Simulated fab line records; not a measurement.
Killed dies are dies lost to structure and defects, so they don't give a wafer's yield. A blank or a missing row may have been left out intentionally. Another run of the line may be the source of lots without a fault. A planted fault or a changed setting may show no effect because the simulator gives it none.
Chamber matching | flow gf180mcu | GF_CONTACT_CMP_04 on cmp-02: 4 sister chambers
The step polishes SiO2. 8 wafers are shown with their chamber, then 12 later ones without.

## WAFERS WITH THEIR CHAMBER
wafer  | chamber | motorCurrentA (A) | timeToEndpointS (s)
L087.6 | 3       | 13.5              | 109
L088.4 | 2       | 13.4              | 107
L088.1 | 3       | 13.1              | 104
L088.3 | 1       | 13.9              | 102
L088.6 | 0       | 12.4              | 107
L090.1 | 2       | 13.5              | 101
L090.2 | 0       | 11.5              | 99
L090.4 | 1       | 14.3              | 116

## WAFERS WITHOUT THEIR CHAMBER
wafer  | motorCurrentA (A) | timeToEndpointS (s)
L091.2 | 14.3              | 110
L091.3 | 11.7              | 103
L091.4 | 13.4              | 107
L091.1 | 14.0              | 101
L091.5 | 15.0              | 110
L091.6 | 12.2              | 104
L093.1 | 11.5              | 99
L093.2 | 13.0              | 106
L093.6 | 14.1              | 113
L095.1 | 12.2              | 108
L095.4 | 13.1              | 117
L095.5 | 12.1              | 104

## WHICH CHAMBER EACH WENT THROUGH
wafer  | from the rows above          | in truth
L091.2 | can't be placed: 1 or 2      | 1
L091.3 | 0                            | 0
L091.4 | can't be placed: 3 or 2 or 1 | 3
L091.1 | can't be placed: 1 or 2 or 3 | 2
L091.5 | can't be placed: 1 or 2      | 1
L091.6 | 0                            | 0
L093.1 | 0                            | 0
L093.2 | can't be placed: 3 or 2      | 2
L093.6 | can't be placed: 1 or 2 or 3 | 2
L095.1 | can't be placed: 0 or 3      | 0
L095.4 | can't be placed: 3 or 2 or 1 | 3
L095.5 | 0                            | 0
4 of 12 placed correctly. These rows do not allow placing 8 (true chamber among the candidates in 8). Number placed wrongly: 0.
How it was worked out, from the rows above alone: a wafer's distance from a chamber is the root of the sum, over the readings, of the square of ((its reading less the chamber's mean) divided by the reading's scatter). If the next closest chamber is less than 2 further off than the closest, the wafer can't be placed; otherwise it belongs to the closest. A chamber's mean is the mean of its shown wafers. The scatter: take each reading less its chamber's mean, square it, sum over the shown wafers, divide by the number of wafers less the number of chambers, and take the root.
